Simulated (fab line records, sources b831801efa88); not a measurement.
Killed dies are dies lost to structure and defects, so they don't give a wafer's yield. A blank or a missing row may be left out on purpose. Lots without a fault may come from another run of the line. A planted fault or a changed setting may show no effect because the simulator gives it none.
Which tool did it? | flow sky130 | 13 lots, 39 wafers sampled, at 5 steps of a route of 708

WHAT THE GAUGES READ, wafer by wafer
SKY_CAPM_THK_MEAS_04: measures by xrf. Usual: CAPM_TIN_THK 203.1 nm, standard deviation 2.
lot  | measured     | on            | CAPM_TIN_THK (nm) | flag
L559 | day 36 12:19 | film_metro-03 | 202.0 202.9 202.8 |
L560 | day 36 13:52 | film_metro-04 | 204.0 201.9 203.0 |
L561 | day 37 08:11 | film_metro-02 | 198.7 199.5 200.0 |
L562 | day 37 10:28 | film_metro-03 | 205.3 204.1 205.9 |
L568 | day 39 01:03 | film_metro-02 | 202.1 203.7 203.8 |
L570 | day 39 01:22 | film_metro-02 | 204.1 205.7 205.5 |
L569 | day 39 14:49 | film_metro-03 | 206.0 204.6 203.6 |
L572 | day 40 14:16 | film_metro-04 | 204.0 203.6 205.0 |
L575 | day 41 07:16 | film_metro-03 | 203.7 205.4 201.1 |
L577 | day 41 14:33 | film_metro-03 | 202.8 202.1 201.6 |
L578 | day 42 15:30 | film_metro-04 | 204.2 203.2 202.8 |
L579 | day 42 19:34 | film_metro-03 | 198.9 200.1 202.5 |
L582 | day 43 01:38 | film_metro-03 | 203.4 200.7 201.3 |

SKY_VIA3_BOW_MEAS_03. Usual: VIA3_BOW 78 um, standard deviation 7.8.
lot  | measured     | on            | VIA3_BOW (um) | flag
L559 | day 38 18:55 | film_metro-03 | 77 79 73      |
L560 | day 38 19:16 | film_metro-04 | 74 73 93      |
L561 | day 39 15:38 | film_metro-04 | 72 70 88      |
L562 | day 39 17:52 | film_metro-04 | 82 91 93      |
L568 | day 41 04:25 | film_metro-04 | 74 74 74      |
L570 | day 41 05:11 | film_metro-04 | 72 67 62      |
L569 | day 41 16:55 | film_metro-03 | 86 89 90      |
L572 | day 42 15:32 | film_metro-03 | 67 73 81      |
L575 | day 43 07:14 | film_metro-01 | 65 78 65      |
L577 | day 43 15:42 | film_metro-01 | 58 68 62      |
L578 | day 44 16:07 | film_metro-04 | 79 82 71      |
L579 | day 44 19:19 | film_metro-01 | 61 77 71      |
L582 | day 45 01:53 | film_metro-03 | 66 76 72      |

SKY_METAL4_CD_MEAS_13: target cd 300 nm. Usual: cd_nm 300.0 nm, standard deviation 1.6.
lot  | measured     | on        | cd_nm (nm)        | flag
L559 | day 41 23:40 | cd_sem-01 | 300.7 300.9 300.6 |
L560 | day 41 23:52 | cd_sem-02 | 301.5 302.2 302.6 |
L561 | day 42 17:44 | cd_sem-02 | 299.9 301.3 300.2 |
L562 | day 42 20:31 | cd_sem-02 | 299.3 298.9 298.2 |
L568 | day 44 03:35 | cd_sem-02 | 318.0 317.0 317.8 | OFF
L570 | day 44 03:43 | cd_sem-02 | 301.6 301.5 301.1 |
L569 | day 44 17:05 | cd_sem-01 | 314.1 313.0 312.4 | OFF
L572 | day 45 14:16 | cd_sem-02 | 311.7 310.8 310.9 | OFF
L575 | day 46 03:40 | cd_sem-02 | 298.6 299.7 298.2 |
L577 | day 46 11:35 | cd_sem-01 | 295.6 296.6 296.8 |
L578 | day 47 07:58 | cd_sem-01 | 301.7 301.9 301.1 |
L579 | day 47 12:37 | cd_sem-02 | 298.2 298.5 297.2 |
L582 | day 47 18:24 | cd_sem-01 | 298.2 298.9 297.1 |

WHICH TOOL RAN EACH LOT (tool, then ch and the chambers of the sampled wafers, then the start)
lot  | SKY_METAL4_SPUTTER_01        | SKY_METAL4_EXPOSE_10
L559 | pvd_sputter-01, day 39 21:31 | krf_scanner-01 ch 0, day 41 11:37
L560 | pvd_sputter-03, day 39 21:52 | krf_scanner-02 ch 0, day 41 12:27
L561 | pvd_sputter-01, day 40 17:49 | krf_scanner-02 ch 0, day 42 05:59
L562 | pvd_sputter-03, day 40 19:58 | krf_scanner-02 ch 0, day 42 08:53
L568 | pvd_sputter-03, day 42 06:13 | krf_scanner-01 ch 0, day 43 17:20
L570 | pvd_sputter-03, day 42 06:35 | krf_scanner-02 ch 0, day 43 17:34
L569 | pvd_sputter-03, day 42 18:31 | krf_scanner-01 ch 0, day 44 05:17
L572 | pvd_sputter-01, day 43 16:31 | krf_scanner-01 ch 0, day 45 02:25
L575 | pvd_sputter-01, day 44 07:22 | krf_scanner-02 ch 0, day 45 17:59
L577 | pvd_sputter-02, day 44 16:22 | krf_scanner-02 ch 0, day 46 00:38
L578 | pvd_sputter-01, day 45 14:37 | krf_scanner-02 ch 0, day 46 21:16
L579 | pvd_sputter-02, day 45 18:50 | krf_scanner-02 ch 0, day 47 01:44
L582 | pvd_sputter-01, day 46 01:12 | krf_scanner-02 ch 0, day 47 09:23
- SKY_METAL4_SPUTTER_01: material TiN, target thk 20 nm, time 16.7 s.
- SKY_METAL4_EXPOSE_10: exposes mask MM4, target cd 300 nm.

WHAT THE TOOLS THEMSELVES READ (means of the sampled wafers that have a number; where no wafer has one, the mark that the record gives instead)
SKY_METAL4_SPUTTER_01. Usual: throttle_valve_pct 30.3 %, standard deviation 1.3.
lot  | tool           | throttle_valve_pct (%) | flag
L559 | pvd_sputter-01 | 30.0                   |
L560 | pvd_sputter-03 | 30.6                   |
L561 | pvd_sputter-01 | 31.0                   |
L562 | pvd_sputter-03 | 30.4                   |
L568 | pvd_sputter-03 | 30.7                   |
L570 | pvd_sputter-03 | 30.7                   |
L569 | pvd_sputter-03 | 30.3                   |
L572 | pvd_sputter-01 | 31.0                   |
L575 | pvd_sputter-01 | 29.2                   |
L577 | pvd_sputter-02 | 30.5                   |
L578 | pvd_sputter-01 | 29.8                   |
L579 | pvd_sputter-02 | 30.7                   |
L582 | pvd_sputter-01 | 31.0                   |

SKY_METAL4_EXPOSE_10. Usual: exposure_dose_mJ_cm2 27.96, standard deviation 0.039.
lot  | tool           | exposure_dose_mJ_cm2 | flag
L559 | krf_scanner-01 | 27.97                |
L560 | krf_scanner-02 | 27.97                |
L561 | krf_scanner-02 | 27.93                |
L562 | krf_scanner-02 | 27.96                |
L568 | krf_scanner-01 | 25.52                | OFF
L570 | krf_scanner-02 | 27.94                |
L569 | krf_scanner-01 | 25.99                | OFF
L572 | krf_scanner-01 | 26.43                | OFF
L575 | krf_scanner-02 | 27.91                |
L577 | krf_scanner-02 | 27.92                |
L578 | krf_scanner-02 | 27.93                |
L579 | krf_scanner-02 | 27.91                |
L582 | krf_scanner-02 | 27.94                |

THE ANSWER, worked out from the rows above alone
Rule: a lot is off if the mean of its wafers that have a number lies more than 3 standard deviations from the usual mean. A lot without any number at a reading at which 4 lots or more have one is off too. The other lots that the step has rows for count as sound. The gauges are gone through in route order, then the tools' own readings, and for those a lot's mean is taken as printed above. The first step at which some lot is off is used, and at that step the reading that is off furthest; a lot without a number counts as furthest.
Off: L568, L569, L572, at SKY_METAL4_CD_MEAS_13 (cd_nm).
A tool fits if, at a process step before that reading, it ran every lot that is off, and no sound lot after the first of them. The gauges at SKY_METAL4_CD_MEAS_13 aren't tried: what is off there is off at SKY_METAL4_EXPOSE_10 too, on other tools, and a gauge's error can't cause that. One fits: krf_scanner-01 at SKY_METAL4_EXPOSE_10. Its last sound lot is L559 (day 41 11:37), its first lot that is off L568 (day 43 17:20): a fault that began between those two fits.
The tool's own readings at SKY_METAL4_EXPOSE_10 bear it out: on the lots that are off they differ by more than 5 times the standard deviation of the sound lots' means. exposure_dose_mJ_cm2 reads 25.98 there against 27.94 on the sound lots.

WHAT THE SIMULATOR HAD PUT IN
Process parameter drift: krf_scanner-01, from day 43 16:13 on, at SKY_METAL4_EXPOSE_10. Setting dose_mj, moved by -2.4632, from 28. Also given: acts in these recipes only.
Lots struck among those shown: L568, L569, L572. The rule above found the same.
